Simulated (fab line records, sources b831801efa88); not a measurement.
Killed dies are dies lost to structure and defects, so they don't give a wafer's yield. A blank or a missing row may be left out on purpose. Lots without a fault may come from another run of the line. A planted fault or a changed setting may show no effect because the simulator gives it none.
Which tool did it? | flow gf180mcu | 13 lots, 39 wafers sampled, at 5 steps of a route of 602

WHAT THE GAUGES READ, wafer by wafer
GF_POLY_GATE_OVL_MEAS_11.
lot  | measured     | on         | POLY_GATE_OVL (nm)
L657 | day 9 00:21  | overlay-01 | 1 1 2
L658 | day 9 07:52  | overlay-02 | 6 7 10
L662 | day 10 11:40 | overlay-01 | 15 7 12
L664 | day 11 14:24 | overlay-02 | 3 0 1
L665 | day 11 18:03 | overlay-02 | 12 6 1
L666 | day 12 10:09 | overlay-01 | 1 -1 2
L669 | day 13 03:54 | overlay-02 | 1 0 -3
L673 | day 14 01:00 | overlay-02 | -2 5 -9
L675 | day 14 13:57 | overlay-02 | -3 5 -3
L677 | day 15 02:48 | overlay-01 | -2 -5 -1
L678 | day 15 10:15 | overlay-01 | 0 2 7
L679 | day 15 17:01 | overlay-01 | 9 11 8
L680 | day 16 02:15 | overlay-02 | 9 3 4

GF_NSD_TW_MEAS_12.
lot  | measured     | on            | NSD_TW
L657 | day 13 02:54 | film_metro-01 | 4244 4212 4248
L658 | day 13 13:29 | film_metro-02 | 4257 4260 4257
L662 | day 14 18:46 | film_metro-04 | 4237 4208 4228
L664 | day 16 02:47 | film_metro-01 | 4270 4255 4246
L665 | day 16 08:06 | film_metro-01 | 4230 4261 4267
L666 | day 17 02:00 | film_metro-01 | 4250 4256 4254
L669 | day 17 21:59 | film_metro-02 | 4236 4230 4217
L673 | day 19 01:30 | film_metro-04 | 4262 4261 4241
L675 | day 19 13:35 | film_metro-01 | 4266 4262 4290
L677 | day 20 03:00 | film_metro-04 | 4270 4231 4243
L678 | day 20 11:40 | film_metro-02 | 4234 4235 4234
L679 | day 20 19:42 | film_metro-02 | 4224 4207 4218
L680 | day 21 04:35 | film_metro-04 | 4222 4221 4217

GF_PSD_RS_MEAS_14: measures by four-point-probe.
lot  | measured     | on            | NSD_RS (ohm/sq)
L657 | day 13 23:10 | film_metro-04 | 46.04 46.08 46.06
L658 | day 14 10:20 | film_metro-04 | 46.19 46.22 46.09
L662 | day 15 16:38 | film_metro-02 | 46.32 46.37 46.25
L664 | day 17 00:40 | film_metro-04 | 46.23 46.32 46.18
L665 | day 17 06:56 | film_metro-04 | 46.15 46.22 46.18
L666 | day 18 01:10 | film_metro-02 | 46.07 46.17 46.02
L669 | day 18 22:12 | film_metro-01 | 46.05 46.10 46.12
L673 | day 20 01:07 | film_metro-04 | 46.08 46.24 46.12
L675 | day 20 13:59 | film_metro-04 | 46.10 46.12 46.11
L677 | day 21 02:43 | film_metro-01 | 46.16 46.30 46.30
L678 | day 21 11:27 | film_metro-04 | 46.14 46.23 46.12
L679 | day 21 19:07 | film_metro-04 | 46.03 46.13 46.14
L680 | day 22 04:35 | film_metro-01 | 46.26 46.17 46.16

WHICH TOOL RAN EACH LOT (tool, then ch and the chambers of the sampled wafers, then the start)
lot  | GF_NSD_COAT_02                    | GF_NSD_STRIP_11
L657 | litho_track-01 ch 0, day 12 16:27 | plasma_asher-03 ch 0,1, day 13 02:48
L658 | litho_track-02 ch 0, day 13 02:57 | plasma_asher-03 ch 0,1, day 13 13:23
L662 | litho_track-03 ch 0, day 14 07:38 | plasma_asher-04 ch 0,1, day 14 18:41
L664 | litho_track-01 ch 0, day 15 15:37 | plasma_asher-02 ch 0, day 16 02:40
L665 | litho_track-03 ch 0, day 15 20:02 | plasma_asher-04 ch 0,1, day 16 08:00
L666 | litho_track-01 ch 0, day 16 13:59 | plasma_asher-02 ch 0,1, day 17 01:54
L669 | litho_track-03 ch 0, day 17 09:56 | plasma_asher-02 ch 0,1, day 17 21:53
L673 | litho_track-03 ch 0, day 18 12:53 | plasma_asher-02 ch 0,1, day 19 01:24
L675 | litho_track-03 ch 0, day 19 01:08 | plasma_asher-02 ch 0,1, day 19 13:29
L677 | litho_track-02 ch 0, day 19 14:23 | plasma_asher-03 ch 0,1, day 20 02:54
L678 | litho_track-01 ch 0, day 19 22:49 | plasma_asher-03 ch 0,1, day 20 11:33
L679 | litho_track-01 ch 0, day 20 06:50 | plasma_asher-04 ch 0,1, day 20 19:36
L680 | litho_track-03 ch 0, day 20 16:00 | plasma_asher-02 ch 1, day 21 04:29
- GF_NSD_COAT_02: resist thk 1000 nm.
- GF_NSD_STRIP_11: strips in O2/N2.

WHAT THE TOOLS THEMSELVES READ (means of the sampled wafers that have a number; where no wafer has one, the mark that the record gives instead)
GF_NSD_COAT_02.
lot  | tool           | spin_speed_rpm (rpm)
L657 | litho_track-01 | 2998.8
L658 | litho_track-02 | 2999.3
L662 | litho_track-03 | 3001.4
L664 | litho_track-01 | 2871.7
L665 | litho_track-03 | 3001.2
L666 | litho_track-01 | 2873.0
L669 | litho_track-03 | 2999.8
L673 | litho_track-03 | 3001.0
L675 | litho_track-03 | 2999.0
L677 | litho_track-02 | 3002.1
L678 | litho_track-01 | 3000.1
L679 | litho_track-01 | 3000.5
L680 | litho_track-03 | 2998.9

GF_NSD_STRIP_11.
lot  | tool            | drypump_motor_current_A (A) | heater_power_w (W) | n2_flow_sccm (sccm) | o2_flow_sccm (sccm) | oes_product_au (a.u.) | strip_time_to_endpoint_s (s)
L657 | plasma_asher-03 | 5.9                         | 331                | 300.7               | 3009                | 0.485                 | 22.99
L658 | plasma_asher-03 | 6.3                         | 356                | 300.7               | 2996                | 0.489                 | 22.93
L662 | plasma_asher-04 | 6.0                         | 294                | 299.5               | 3008                | 0.485                 | 22.95
L664 | plasma_asher-02 | 5.4                         | 342                | 299.7               | 2995                | 0.491                 | 23.23
L665 | plasma_asher-04 | 6.0                         | 293                | 300.3               | 2993                | 0.490                 | 23.01
L666 | plasma_asher-02 | 5.7                         | 344                | 301.0               | 3000                | 0.485                 | 23.23
L669 | plasma_asher-02 | 5.7                         | 345                | 300.7               | 3008                | 0.488                 | 22.97
L673 | plasma_asher-02 | 5.7                         | 343                | 299.6               | 3000                | 0.488                 | 22.97
L675 | plasma_asher-02 | 5.7                         | 345                | 299.7               | 3007                | 0.486                 | 22.93
L677 | plasma_asher-03 | 6.3                         | 358                | 301.7               | 3010                | 0.486                 | 23.05
L678 | plasma_asher-03 | 5.9                         | 330                | 299.8               | 3008                | 0.488                 | 22.91
L679 | plasma_asher-04 | 6.0                         | 292                | 299.2               | 2995                | 0.487                 | 22.96
L680 | plasma_asher-02 | 6.3                         | 346                | 298.7               | 2996                | 0.484                 | 22.99

THE ANSWER, worked out from the rows above alone
Rule: what is usual is taken from the lots themselves. Put in order of their means at a reading, lots are off if they are a third of the lots or fewer, leave a main group of 4 or more, and stand apart from it by a gap of 3 or more times the standard deviation of the main group's means; of several such gaps the widest counts. A main group whose means are all the same, to the digits that the tables above print for the reading, isn't used. A lot without any number at a reading at which 4 lots or more have one is off too. The other lots that the step has rows for count as sound. The gauges are gone through in route order, then the tools' own readings, and for those a lot's mean is taken as printed above. The first step at which some lot is off is used, and at that step the reading that is off furthest; a lot without a number counts as furthest.
Off: L664, L666, at GF_NSD_COAT_02 (spin_speed_rpm). The main group: mean 3000.2 rpm, standard deviation 1.1.
A tool fits if, at that step or a process step before it, it ran every lot that is off, and no sound lot after the first of them. None of those tried fits.

WHAT THE SIMULATOR HAD PUT IN
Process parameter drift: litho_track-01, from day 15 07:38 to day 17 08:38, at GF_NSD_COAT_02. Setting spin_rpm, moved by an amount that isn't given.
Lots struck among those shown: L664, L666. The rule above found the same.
